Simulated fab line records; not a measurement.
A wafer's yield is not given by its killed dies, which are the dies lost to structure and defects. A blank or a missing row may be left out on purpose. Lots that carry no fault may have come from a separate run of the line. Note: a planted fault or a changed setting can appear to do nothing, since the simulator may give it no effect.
A struck lot beside a sound one :: flow sky130 :: 30 steps out of a route of 708
Sound: wafers L970.3, L970.4, L970.6. Struck: wafers L982.1, L982.2, L982.4. At the end, the cause is stated.
Order at every step that has rows: each side's tool, ch and its chambers, its first start. Under that, the readings that differ: sound wafers :: struck wafers :: difference of the means :: sigmas: that difference in standard deviations of wafers without a fault.
alike: same words and numbers on both sides, and readings whose means sit less than 2 such deviations apart. not compared: any withheld reading, any reading some wafer has no value for, any bound like >300 that may hide the same value, and any number with overlapping values for which the record gives no deviation.
A row with sigmas, a row that says differs or no value, or rows on one side alone: a step with any of these is where the two part. Non-overlapping numbers with no deviation appear without sigmas and do not part them. A reading missing from all wafers of one side parts the sides only when that side holds two or more wafers.

SKY_PWDE_STRIP_09: strips in O2/N2.
  sound on plasma asher-02 ch 0,1, day 4 08:58; struck on plasma asher-04 ch 0,1, day 7 22:38
  alike: drypump motor current A, oes product au, strip time to endpoint s
  not compared: rf hours counter h
SKY_PWDE_TW_MEAS_10:
  struck on film metro-03, day 7 22:44; sound on film metro-02, day 4 09:03
  alike: PWDE_TW
then, 7 steps without rows for these wafers: SKY_NWELL_DEHYDRATE_03 (time 60 s); SKY_NWELL_HMDS_04 (prime time 60 s); SKY_NWELL_COAT_05 (resist thk 3000 nm); SKY_NWELL_SOFTBAKE_06; SKY_NWELL_EXPOSE_07 (exposes mask NWM, target cd 840 nm); SKY_NWELL_PEB_08; SKY_NWELL_DEVELOP_09 (develop time 60 s).
SKY_NWELL_OVL_MEAS_10:
  struck on overlay-02, day 8 18:59; sound on overlay-01, day 5 02:03
  alike: NWELL_00_OVL
then, 2 steps without rows for these wafers: SKY_NWELL_IMPLANT_11; SKY_NWELL_IMPLANT_12.
SKY_NWELL_IMPLANT_13:
  sound on implanter-04 ch 0, day 5 02:26; struck on implanter-04 ch 0, day 8 19:20
reading: implant ion amu
sound: 31 31 31
struck: 11 11 11
difference: -20
sigmas: 

reading: model.implant.rp nm (nm)
sound: 60.88 60.88 60.88
struck: 159.2 159.2 159.2
difference: +98.3
sigmas: 

reading: model.implant.drp nm (nm)
sound: 25.55 25.55 25.55
struck: 58.55 58.55 58.55
difference: +33.00
sigmas: 
  alike: end station pressure torr
SKY_NWELL_STRIP_14: strips in O2/N2.
  sound on plasma asher-04 ch 0,1, day 5 02:34; struck on plasma asher-04 ch 0,1, day 8 19:29
  alike: drypump motor current A, oes product au, strip time to endpoint s
  not compared: rf hours counter h
SKY_NWELL_TW_MEAS_15:
  struck on film metro-04, day 8 19:35; sound on film metro-04, day 5 02:39
  alike: NWELL_TW
then, 7 steps without rows for these wafers: SKY_NWELL_DEHYDRATE_16 (time 60 s); SKY_NWELL_HMDS_17 (prime time 60 s); SKY_NWELL_COAT_18 (resist thk 3000 nm); SKY_NWELL_SOFTBAKE_19; SKY_NWELL_EXPOSE_20 (exposes mask NWM COMPLEMENT, target cd 840 nm); SKY_NWELL_PEB_21; SKY_NWELL_DEVELOP_22 (develop time 60 s).
SKY_NWELL_OVL_MEAS_23:
  struck on overlay-02, day 9 16:23; sound on overlay-01, day 5 19:14
  alike: NWELL_01_OVL
following that, these wafers have no rows for 1 step: SKY_NWELL_IMPLANT_24.
SKY_NWELL_STRIP_25: strips in O2/N2.
  sound on plasma asher-03 ch 0,1, day 5 19:27; struck on plasma asher-01 ch 0,1, day 9 16:34
  alike: drypump motor current A, oes product au, strip time to endpoint s
  not compared: rf hours counter h
SKY_NWELL_TW_MEAS_26:
  struck on film metro-04, day 9 16:40; sound on film metro-03, day 5 19:32
  alike: NWELL_2_TW
then, 1 step without rows for these wafers: SKY_NWELL_CLEAN_27 (cleans in SC1/SC2, time 150 s).
SKY_NWELL_RTA_28: time 30 s.
  sound on rtp anneal-01 ch 0, day 5 19:41; struck on rtp anneal-02 ch 0, day 9 16:47
reading: anneal temp c max
sound: 1060 1059 1062
struck: 1053 1053 1053
difference: -7
sigmas: -2
  alike: lamp power pct, wafer_temp_C_max
SKY_NWELL_RS_MEAS_29: a four-point-probe measurement.
  struck on film metro-02, day 9 16:53; sound on film metro-04, day 5 19:48
reading: NWELL_RS (ohm/sq)
sound: 619.9 618.8 620.9
struck: - - -
difference: no value on the struck wafers
sigmas: 
following that, these wafers have no rows for 1 step: SKY_PAD_OPEN_PROBE_99.

WHERE THEY PART
First at SKY_NWELL_RTA_28; last, within this record, at SKY_NWELL_RS_MEAS_29.

WHY: what had been put in by the simulator
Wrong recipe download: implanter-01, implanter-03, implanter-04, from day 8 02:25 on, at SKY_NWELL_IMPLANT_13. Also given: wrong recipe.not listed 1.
